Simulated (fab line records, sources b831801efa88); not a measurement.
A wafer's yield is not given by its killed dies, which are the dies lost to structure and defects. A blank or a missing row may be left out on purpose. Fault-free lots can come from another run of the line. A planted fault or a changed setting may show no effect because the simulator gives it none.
fab line records -- flow sky130
record lots=12, wafers=36, last_day=50
route steps=708 shown LOCAL_INTERCONNECT@398 CONTACT@410 PAD_OPEN@708
lots untouched by any fault: they come from a run of this same line in which no faults occurred
start_h: start of the lot's first displayed wafer, in hours after the record's first day -- wait_h: hours since the lot's step before -- " unchanged from the row above -- L1.1+2: a row that stands for several wafers -- - no value, or no start given -- * or withheld: withheld -- < > ~ a bound
route shown NAME@n: NAME is a module with steps in the file, n the number in the route of the first one -- usual: mean and standard deviation over wafers with no fault -- same: alike in all rows -- chamber/n: place in a boat -- sites: each site's reading -- _std_site: the standard deviation of these -- _edge_site: mean of outer sites minus mean of inner sites -- radius_mm: for every site, how far away it sits from the centre of the wafer -- mask NAME#n: copy n -- behind: the last tool/chamber to shape the wafer -- hold: reason for holding the lot/hours on hold/outcome of the hold -- device: transistor that didn't switch, given as n, p or np -- end of line: the same wafers' tests at the end of the route -- step lacking rows: just its recipe -- killed: not the wafer's yield, but the dies lost to structure and defects at the first sort -- map: dies across one wafer; x = killed, . = not, _ = none there
set.NAME: the setting the step ran with; set.NAME@STEP: the setting that earlier step ran with -- model.NAME: the simulator's own value behind a step, which no gauge read
one table for each step of the route and one row for each wafer, over a sample of lots
services: when a tool's chamber went out of use (start_h, in hours from the record's first day, below 0 if earlier), for how many hours, and the reason
## steps
# step SKY_LOCAL_INTERCONNECT_CD_MEAS_11
# recipe target_cd_nm=170
# usual cd_nm=169.9/1.7
lot.wafer,tool,chamber,start_h,wait_h,cd_nm
L846.1,cd_sem-01,-,721.45,-,168.7
L846.4,cd_sem-01,-,721.45,-,170.3
L846.5,cd_sem-01,-,721.45,-,169.6
L847.1,cd_sem-01,-,728.52,-,168.0
L847.4,cd_sem-01,-,728.52,-,167.2
L847.5,cd_sem-01,-,728.52,-,168.9
L855.2,cd_sem-02,-,794.34,-,168.3
L855.4,cd_sem-02,-,794.34,-,167.7
L855.5,cd_sem-02,-,794.34,-,167.7
L857.1,cd_sem-02,-,808.69,-,166.3
L857.3,cd_sem-02,-,808.69,-,166.9
L857.4,cd_sem-02,-,808.69,-,168.3
L858.1,cd_sem-01,-,818.32,-,170.5
L858.4,cd_sem-01,-,818.32,-,170.1
L858.5,cd_sem-01,-,818.32,-,169.9
L859.1,cd_sem-02,-,823.64,-,168.9
L859.4,cd_sem-02,-,823.64,-,170.0
L859.5,cd_sem-02,-,823.64,-,168.3
L861.4,cd_sem-02,-,847.98,-,171.3
L861.5,cd_sem-02,-,847.98,-,170.0
L861.6,cd_sem-02,-,847.98,-,171.3
L863.3,cd_sem-01,-,888.84,-,173.9
L863.4,cd_sem-01,-,888.84,-,172.5
L863.6,cd_sem-01,-,888.84,-,172.7
L866.1,cd_sem-02,-,889.59,-,169.7
L866.2,cd_sem-02,-,889.59,-,169.4
L866.4,cd_sem-02,-,889.59,-,170.2
L864.1,cd_sem-02,-,890.54,-,169.6
L864.3,cd_sem-02,-,890.54,-,168.4
L864.6,cd_sem-02,-,890.54,-,169.3
L862.2,cd_sem-02,-,892.47,-,170.3
L862.5,cd_sem-02,-,892.47,-,171.3
L862.6,cd_sem-02,-,892.47,-,171.5
L865.2,cd_sem-02,-,896.41,-,171.3
L865.3,cd_sem-02,-,896.41,-,171.5
L865.4,cd_sem-02,-,896.41,-,169.4
# step SKY_LOCAL_INTERCONNECT_ETCH_13
# recipe chemistry=N2/H2, target=BARC, ion_energy_ev=200, bias_w=100, pressure_mtorr=30, n2_flow_sccm=100, h2_flow_sccm=200, icp_w=500, stop_on=SiO2, time_s=45.9, target_depth_a=600
# usual drypump_motor_current_A=6.3/0.32, oes_product_au=0.855/0.0041, rf_fwd_power_W=495.2/1.7, throttle_valve_pct=13.225/0.01
lot.wafer,tool,chamber,start_h,wait_h,drypump_motor_current_A,oes_product_au,rf_fwd_power_W,rf_hours_counter_h,throttle_valve_pct
L846.1,rie_metal-02,0,721.61,0.0,6.6,0.849,495.3,13,13.215
L846.4,rie_metal-02,1,721.61,0.0,6.5,0.845,494.9,-,13.249
L846.5,rie_metal-02,0,721.61,0.0,6.6,0.856,492.9,-,13.214
L847.1,rie_metal-03,0,728.68,0.0,6.3,0.856,493.5,6,13.220
L847.4,rie_metal-03,1,728.68,0.0,5.8,0.851,493.9,-,13.223
L847.5,rie_metal-03,0,728.68,0.0,6.3,0.857,495.3,-,13.230
L855.2,rie_metal-04,1,794.48,0.0,6.4,0.859,496.6,14,13.239
L855.4,rie_metal-04,1,794.48,0.0,6.3,0.848,498.0,-,13.216
L855.5,rie_metal-04,1,794.48,0.0,6.4,0.859,496.3,-,13.237
L857.1,rie_metal-03,0,808.84,0.0,6.3,0.863,497.2,9,13.213
L857.3,rie_metal-03,1,808.84,0.0,5.8,0.861,494.2,-,13.235
L857.4,rie_metal-03,0,808.84,0.0,6.3,0.857,496.2,-,13.210
L858.1,rie_metal-02,1,818.48,0.0,6.5,0.854,495.7,15,13.241
L858.4,rie_metal-02,1,818.48,0.0,6.6,0.859,494.5,-,13.228
L858.5,rie_metal-02,1,818.48,0.0,6.5,0.863,494.3,-,13.221
L859.1,rie_metal-04,1,823.79,0.0,6.3,0.862,497.6,15,13.238
L859.4,rie_metal-04,0,823.79,0.0,5.7,0.853,492.8,-,13.222
L859.5,rie_metal-04,1,823.79,0.0,6.4,0.858,496.4,-,13.225
L861.4,rie_metal-02,1,848.10,0.0,6.6,0.853,494.5,-,13.220
L861.5,rie_metal-02,1,848.10,0.0,6.6,0.854,494.3,-,13.208
L861.6,rie_metal-02,0,848.10,0.0,6.6,0.856,496.4,-,13.213
L863.3,rie_metal-03,1,889.00,0.1,5.8,0.854,494.4,-,13.227
L863.4,rie_metal-03,1,889.00,0.1,5.8,0.857,496.3,-,13.219
L863.6,rie_metal-03,1,889.00,0.1,5.8,0.860,492.2,-,13.238
L866.1,rie_metal-02,1,889.74,0.0,6.5,0.854,495.2,18,13.222
L866.2,rie_metal-02,0,889.74,0.0,6.6,0.856,493.7,3,13.240
L866.4,rie_metal-02,0,889.74,0.0,6.6,0.854,496.5,-,13.235
L864.1,rie_metal-04,0,890.69,0.0,5.8,0.857,492.7,11,13.224
L864.3,rie_metal-04,0,890.69,0.0,5.8,0.858,492.6,-,13.213
L864.6,rie_metal-04,0,890.69,0.0,5.8,0.856,493.9,-,13.236
L862.2,rie_metal-02,0,892.63,0.0,6.6,0.864,492.9,-,13.225
L862.5,rie_metal-02,0,892.63,0.0,6.6,0.855,493.5,-,13.215
L862.6,rie_metal-02,0,892.63,0.0,6.6,0.861,494.0,-,13.220
L865.2,rie_metal-04,1,896.55,0.0,6.4,0.859,498.2,1,13.217
L865.3,rie_metal-04,1,896.55,0.0,6.4,0.850,497.4,-,13.223
L865.4,rie_metal-04,0,896.55,0.0,5.7,0.858,496.7,-,13.228
# step SKY_LOCAL_INTERCONNECT_STRIP_15
# recipe chemistry=O2/N2, power_w=1400, pressure_mtorr=1500, platen_temp_c=withheld, o2_flow_sccm=3000, n2_flow_sccm=300, overash_fraction=0.5
# usual drypump_motor_current_A=6.0/0.57, o2_flow_sccm=3000/9.8, oes_product_au=0.427/0.0046, strip_time_to_endpoint_s=4.727/0.02
lot.wafer,tool,chamber,start_h,wait_h,drypump_motor_current_A,o2_flow_sccm,oes_product_au,rf_hours_counter_h,strip_time_to_endpoint_s
L846.1,plasma_asher-02,0,721.72,0.0,5.2,2995,0.418,28,4.541
L846.4,plasma_asher-02,0,721.72,0.0,5.2,2994,0.430,-,4.701
L846.5,plasma_asher-02,1,721.72,0.0,6.5,2999,0.420,-,4.724
L847.1,plasma_asher-01,0,728.79,0.0,5.8,3007,0.433,106,4.704
L847.4,plasma_asher-01,0,728.79,0.0,5.8,3009,0.428,-,4.714
L847.5,plasma_asher-01,1,728.79,0.0,6.5,2975,0.423,-,4.704
L855.2,plasma_asher-02,0,794.59,0.0,5.2,3014,0.428,35,4.773
L855.4,plasma_asher-02,0,794.59,0.0,5.2,2991,0.433,-,4.793
L855.5,plasma_asher-02,1,794.59,0.0,6.5,3000,0.435,-,4.777
L857.1,plasma_asher-04,1,808.96,0.0,5.3,3000,0.431,68,4.749
L857.3,plasma_asher-04,1,808.96,0.0,5.3,2985,0.424,-,4.724
L857.4,plasma_asher-04,0,808.96,0.0,6.5,2999,0.430,-,4.736
L858.1,plasma_asher-01,0,818.71,0.1,5.8,2983,0.429,7,4.733
L858.4,plasma_asher-01,1,818.71,0.1,6.4,2981,0.428,-,4.733
L858.5,plasma_asher-01,1,818.71,0.1,6.4,2990,0.435,-,4.730
L859.1,plasma_asher-02,1,823.91,0.0,6.5,2997,0.429,38,4.770
L859.4,plasma_asher-02,0,823.91,0.0,5.2,3000,0.420,-,4.725
L859.5,plasma_asher-02,1,823.91,0.0,6.5,2992,0.432,-,4.755
L861.4,plasma_asher-01,0,848.23,0.1,5.8,3010,0.423,-,4.709
L861.5,plasma_asher-01,0,848.23,0.1,5.8,3006,0.425,-,4.705
L861.6,plasma_asher-01,1,848.23,0.1,6.5,2996,0.422,-,4.734
L863.3,plasma_asher-02,0,889.22,0.1,5.2,3002,0.429,-,4.727
L863.4,plasma_asher-02,1,889.22,0.1,6.5,3009,0.433,-,4.712
L863.6,plasma_asher-02,0,889.22,0.1,5.2,3008,0.429,-,4.718
L866.1,plasma_asher-01,1,889.86,0.0,6.5,2988,0.431,15,4.721
L866.2,plasma_asher-01,0,889.86,0.0,5.8,3004,0.420,15,4.734
L866.4,plasma_asher-01,0,889.86,0.0,5.8,3006,0.429,-,4.729
L864.1,plasma_asher-02,0,890.81,0.0,5.2,2991,0.430,46,4.732
L864.3,plasma_asher-02,1,890.81,0.0,6.5,3005,0.432,-,4.741
L864.6,plasma_asher-02,1,890.81,0.0,6.5,2987,0.427,-,4.765
L862.2,plasma_asher-02,1,892.84,0.1,6.5,3000,0.427,46,4.738
L862.5,plasma_asher-02,0,892.84,0.1,5.2,2993,0.427,-,4.718
L862.6,plasma_asher-02,1,892.84,0.1,6.5,3003,0.428,-,4.725
L865.2,plasma_asher-01,0,896.66,0.0,5.8,2998,0.424,16,4.714
L865.3,plasma_asher-01,1,896.66,0.0,6.5,2989,0.430,-,4.722
L865.4,plasma_asher-01,0,896.66,0.0,5.8,2988,0.428,-,4.695
# step SKY_CONTACT_CMP_04
# recipe material=SiO2, down_force_psi=4, platen_rpm=60, pad_velocity_m_s=0.94248
# usual motor_current_A=12.3/0.85, time_to_endpoint_s=81/4.1
lot.wafer,tool,chamber,start_h,wait_h,motor_current_A,time_to_endpoint_s
L846.1,cmp-01,3,722.74,0.2,12.4,85
L846.4,cmp-01,0,722.74,0.2,12.6,82
L846.5,cmp-01,2,722.74,0.2,12.3,86
L847.1,cmp-02,1,729.61,0.1,14.0,84
L847.4,cmp-02,0,729.61,0.1,12.9,83
L847.5,cmp-02,1,729.61,0.1,14.0,75
L855.4,cmp-01,2,795.47,0.1,11.9,81
L855.2,cmp-01,3,795.47,0.1,11.5,84
L855.5,cmp-01,1,795.47,0.1,12.2,84
L857.3,cmp-02,1,809.82,0.0,13.7,82
L857.1,cmp-02,2,809.82,0.0,12.0,75
L857.4,cmp-02,3,809.82,0.0,11.6,73
L858.4,cmp-01,3,819.63,0.1,12.2,85
L858.1,cmp-01,0,819.63,0.1,12.3,84
L858.5,cmp-01,1,819.63,0.1,13.1,82
L859.1,cmp-01,2,824.74,0.1,12.6,75
L859.4,cmp-01,1,824.74,0.1,12.7,82
L859.5,cmp-01,3,824.74,0.1,11.5,81
L861.4,cmp-01,1,849.18,0.1,12.7,81
L861.5,cmp-01,3,849.18,0.1,11.5,81
L861.6,cmp-01,0,849.18,0.1,13.2,80
L863.3,cmp-02,3,890.32,0.3,11.3,71
L863.4,cmp-02,0,890.32,0.3,12.4,80
L863.6,cmp-02,2,890.32,0.3,11.1,76
L866.4,cmp-02,3,890.67,0.0,11.6,72
L866.2,cmp-02,1,890.67,0.0,13.9,80
L866.1,cmp-02,2,890.67,0.0,11.3,78
L864.3,cmp-02,0,891.67,0.1,12.5,84
L864.1,cmp-02,1,891.67,0.1,13.8,85
L864.6,cmp-02,3,891.67,0.1,11.1,77
L862.2,cmp-02,0,893.71,0.1,12.2,83
L862.6,cmp-02,3,893.71,0.1,11.1,78
L862.5,cmp-02,0,893.71,0.1,12.5,85
L865.4,cmp-02,2,897.48,0.0,10.7,80
L865.3,cmp-02,3,897.48,0.0,11.6,75
L865.2,cmp-02,0,897.48,0.0,12.3,89
# step SKY_CONTACT_OVL_MEAS_15
# usual CONTACT_OVL=-1/5.2
lot.wafer,tool,chamber,start_h,wait_h,CONTACT_OVL[nm]
L846.1,overlay-01,-,750.74,0.1,-3
L846.4,overlay-01,-,750.74,0.1,-2
L846.5,overlay-01,-,750.74,0.1,-14
L847.1,overlay-01,-,756.95,0.1,1
L847.4,overlay-01,-,756.95,0.1,-1
L847.5,overlay-01,-,756.95,0.1,-1
L855.2,overlay-02,-,822.46,0.1,1
L855.4,overlay-02,-,822.46,0.1,-6
L855.5,overlay-02,-,822.46,0.1,3
L857.1,overlay-02,-,836.19,0.1,5
L857.3,overlay-02,-,836.19,0.1,3
L857.4,overlay-02,-,836.19,0.1,-3
L858.1,overlay-02,-,845.85,0.1,2
L858.4,overlay-02,-,845.85,0.1,-4
L858.5,overlay-02,-,845.85,0.1,-4
L859.1,overlay-02,-,852.39,0.1,-4
L859.4,overlay-02,-,852.39,0.1,6
L859.5,overlay-02,-,852.39,0.1,-4
L861.4,overlay-02,-,875.37,0.1,-2
L861.5,overlay-02,-,875.37,0.1,-6
L861.6,overlay-02,-,875.37,0.1,-2
L863.3,overlay-01,-,915.64,0.1,-4
L863.4,overlay-01,-,915.64,0.1,5
L863.6,overlay-01,-,915.64,0.1,7
L866.1,overlay-01,-,915.97,0.1,-9
L866.2,overlay-01,-,915.97,0.1,5
L866.4,overlay-01,-,915.97,0.1,-3
L864.1,overlay-01,-,917.30,0.1,-8
L864.3,overlay-01,-,917.30,0.1,-6
L864.6,overlay-01,-,917.30,0.1,-16
L862.2,overlay-01,-,919.40,0.1,-4
L862.5,overlay-01,-,919.40,0.1,5
L862.6,overlay-01,-,919.40,0.1,4
L865.2,overlay-02,-,922.97,0.1,-1
L865.3,overlay-02,-,922.97,0.1,-1
L865.4,overlay-02,-,922.97,0.1,-4
# step SKY_PAD_OPEN_PROBE_99
# usual killed_at_M0_to_M3=43/6.8, killed_at_M4_up=3.2/1.9, killed_at_contacts=24/5, killed_at_front_end=16/4.9, killed_at_other=0.4/0.76, killed_dies=87/10, killed_on_rim=17/3.9, killed_open=47/7.3, killed_short=39/6.2
# same gross_dies=492, killed_at_back_side=0
lot.wafer,tool,chamber,start_h,wait_h,killed_at_M0_to_M3,killed_at_M4_up,killed_at_contacts,killed_at_front_end,killed_at_other,killed_dies,killed_on_rim,killed_open,killed_short
L859.1,prober-02,-,1161.70,0.1,37,6,36,12,1,92,29,54,38
L859.4,prober-02,-,1161.85,0.2,41,3,22,11,0,77,14,43,34
L859.5,prober-02,-,1161.90,0.2,48,2,19,23,0,92,14,49,43
# killed by level:class
L859.1 LI_CONTACT:geometric_particle:open=13 CONTACT:geometric_particle:open=13 VIA1:geometric_particle:open=11 METAL1:geometric_particle:short=8 CONTACT:geometric_particle:short=6 FIELD_ISO:geometric_particle:short=5 VIA2:geometric_particle:open=4 METAL2:geometric_particle:short=4
L859.4 VIA2:geometric_particle:open=10 VIA1:geometric_particle:open=9 CONTACT:geometric_particle:open=8 METAL1:geometric_particle:short=7 VIA3:geometric_particle:open=5 LOCAL_INTERCONNECT:geometric_particle:short=5 POLY_GATE:geometric_particle:short=4 LI_CONTACT:geometric_particle:open=4
L859.5 VIA1:geometric_particle:open=14 VIA3:geometric_particle:short=7 CONTACT:geometric_particle:open=7 FIELD_ISO:geometric_particle:short=6 FIELD_ISO:geometric_particle:open=5 LI_CONTACT:geometric_particle:open=5 POLY_GATE:geometric_particle:open=5 METAL1:geometric_particle:short=5
## services
tool,chamber,start_h,hours,kind
cmp-02,-,711.11,3.6,pm
cmp-02,-,721.48,5.5,pm
plasma_asher-01,-,733.75,9.0,pm
plasma_asher-01,0,733.75,9.0,vent_cycle
plasma_asher-01,1,733.75,9.0,vent_cycle
cmp-02,-,744.10,4.0,pm
cmp-01,-,745.24,2.0,repair
cmp-02,-,748.10,-,consumable_replace:conditioner
cmp-02,-,748.10,-,consumable_replace:pad
rie_metal-02,1,749.54,1.0,repair
cmp-02,-,764.08,1.6,repair
rie_metal-03,-,766.17,2.8,pm
cmp-02,-,771.63,0.9,repair
cmp-02,-,783.55,4.4,repair
cmp-02,-,796.71,0.7,repair
cmp-02,-,817.08,1.4,repair
rie_metal-03,-,820.65,0.4,repair
plasma_asher-04,-,822.83,26.3,repair
plasma_asher-04,-,830.65,1.9,repair
cmp-02,-,832.31,1.0,repair
plasma_asher-04,-,849.17,2.8,pm
cmp-01,-,877.82,12.5,repair
rie_metal-03,0,888.68,1.4,repair
cmp-01,-,890.29,3.9,pm
## key
first_sign step=SKY_LOCAL_INTERCONNECT_STRIP_15, reading=strip_time_to_endpoint_s, direction=down, sigmas=9.2, usual=*, struck=*
effect none on later readings
met_at SKY_LOCAL_INTERCONNECT_ETCH_13
struck_lots L846
struck_wafers L846.1
tester_left_out L846
not_acting_at SKY_LOCAL_INTERCONNECT_CD_MEAS_11,SKY_CONTACT_CMP_04,SKY_CONTACT_OVL_MEAS_15
fault kind=process_parameter_drift, tool=rie_metal-02, chamber=-, onset_h=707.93, steps=SKY_LOCAL_INTERCONNECT_ETCH_13, channel=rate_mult, offset=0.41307, shape=step, end_h=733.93, scope=struck_wafers_only
# tester_left_out: of these lots the tester's yield and bins aren't shown, on N5 and GAA mostly nor the transistor test; their killed dies are dies lost to structure and defects alone, not to doping, threshold or leakage, so they don't give the yield
